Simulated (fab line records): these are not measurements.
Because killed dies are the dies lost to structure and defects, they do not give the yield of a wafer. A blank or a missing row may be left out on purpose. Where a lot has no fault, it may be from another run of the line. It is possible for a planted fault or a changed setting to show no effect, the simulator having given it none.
Struck lot and sound lot, side by side -- flow sky130 -- 16 out of 708 route steps
Sound: these wafers, L416.1, L416.2, L416.5. Struck: wafers L423.1, L423.5 (left out: L423.2, a lot-mate that was not struck); the cause follows at the end.
Per side, at each step with rows, come the tool, then ch with its chambers, and then its first start. Under that, the readings that differ: sound wafers -- struck wafers -- difference of the means -- sigmas: that difference in standard deviations of wafers without a fault.
alike: a reading whose means differ by less than 2 such deviations, as well as words and numbers matching on both sides. not compared: withheld readings; readings where some wafer has no value; bounds like >300 that might hide an equal value; numbers whose values overlap and for which the record gives no deviation.
Wherever a step has rows on one side only, a row that says differs or no value, or a row with sigmas, the two part there. When numbers do not overlap yet have no deviation, they are printed without sigmas and do not part them. A reading that every wafer of one side lacks parts them only if that side has two wafers or more.

SKY_METAL5_SPUTTER_03: material Ti, target thk 5 nm, time 3.3 s.
  sound: pvd_sputter-04 at day 44 04:48; struck: pvd_sputter-04 at day 46 00:26
  alike: cathode_dc_power_W, throttle_valve_pct
SKY_METAL5_SPUTTER_04: material TiN, target thk 70 nm, time 58.3 s.
  sound: pvd_sputter-04 at day 44 04:49; struck: pvd_sputter-04 at day 46 00:27
  alike: cathode_dc_power_W, throttle_valve_pct
SKY_METAL5_RS_MEAS_05: the measuring method here is four-point-probe.
  sound: film_metro-01 at day 44 04:52; struck: film_metro-01 at day 46 00:30
  alike: METAL5_ALCU_RS
SKY_METAL5_THK_MEAS_06: measures by xrf.
  sound: film_metro-01 at day 44 04:59; struck: film_metro-01 at day 46 00:37
  alike: METAL5_ALCU_THK
then, 3 steps without rows for these wafers: SKY_METAL5_DEHYDRATE_07 (time 60 s); SKY_METAL5_HMDS_08 (prime time 60 s); SKY_METAL5_COAT_09 (resist thk 1800 nm).
SKY_METAL5_SOFTBAKE_10: time 61.79 s.
  sound on litho_track-01 ch 0, day 44 16:07; struck on litho_track-04 ch 0, day 46 11:10
  alike: heater_power_total_W, plate_sensor_t_centre_C, plate_sensor_t_edge_C
then, 3 steps without rows for these wafers: SKY_METAL5_EXPOSE_11 (exposes mask MM5, target cd 1600 nm); SKY_METAL5_PEB_12; SKY_METAL5_DEVELOP_13 (develop time 60 s).
SKY_METAL5_DESCUM_14: chemistry O2, time 11 s.
  sound on rie_metal-01 ch 0,1, day 45 02:04; struck on rie_metal-01 ch 1, day 46 21:22
  alike: drypump_motor_current_A, oes_product_au
  not compared: rf_hours_counter_h
SKY_METAL5_METAL_ETCH_15: etches the open film in Cl2/BCl3, stops on SiO2, target depth 1260 nm, time 252 s.
  sound on rie_metal-01 ch 0,1, day 45 02:07; struck on rie_metal-01 ch 1, day 46 21:25
reading,sound,struck,difference,sigmas
rf_fwd_power_W (W),897.1 895.5 900.4,1043.0 1039.1,+143.4,+49
model.NOVOLAK_of_METAL5_COAT_09.thk_nm (nm),1024 1023 1029,930.7 926.8,-96.6,
model.METAL5.cd_nm (nm),1596 1602 1596,1590 1592,-7,
model.SiO2_of_VIA4_HDPCVD_00.thk_nm (nm),550 550 549.5,546.2 546.7,-3.4,
  alike: drypump_motor_current_A, oes_product_au, throttle_valve_pct
  not compared: rf_hours_counter_h
SKY_METAL5_STRIP_16: strips in O2/N2.
  sound on plasma_asher-04 ch 0,1, day 45 02:20; struck on plasma_asher-03 ch 0,1, day 46 21:38
reading,sound,struck,difference,sigmas
strip_time_to_endpoint_s (s),12.94 12.92 13.00,11.91 11.88,-1.06,-8
  alike: drypump_motor_current_A, oes_product_au
  not compared: rf_hours_counter_h
then, 1 step without rows for these wafers: SKY_METAL5_STRIP_17 (strips in post etch residue remover, time 1200 s).
SKY_PAD_OPEN_PROBE_99:
  sound: prober-02 at day 46 23:37; struck: prober-01 at day 48 14:31
reading,sound,struck,difference,sigmas
killed_at_M4_up,0 2 1,6 8,+6,+4
model.etest.met5.width_nm (nm),1594 1603 1596,1592 1591,-6,
  alike: defect_limited_yield, killed_at_M0_to_M3, killed_at_contacts, killed_at_front_end, killed_at_other, killed_dies, killed_open, killed_short, sort_bin_3_pad_short, sort_bin_5_function, sort_bin_6_memory, sort_n_pass, sort_yield_pct

== WHERE THEY PART ==
Earliest at SKY_METAL5_METAL_ETCH_15; latest, in this record, at SKY_PAD_OPEN_PROBE_99.

WHY: the cause the simulator had injected
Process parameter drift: rie_metal-01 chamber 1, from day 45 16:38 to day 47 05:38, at SKY_METAL5_METAL_ETCH_15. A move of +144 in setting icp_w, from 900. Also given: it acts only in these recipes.
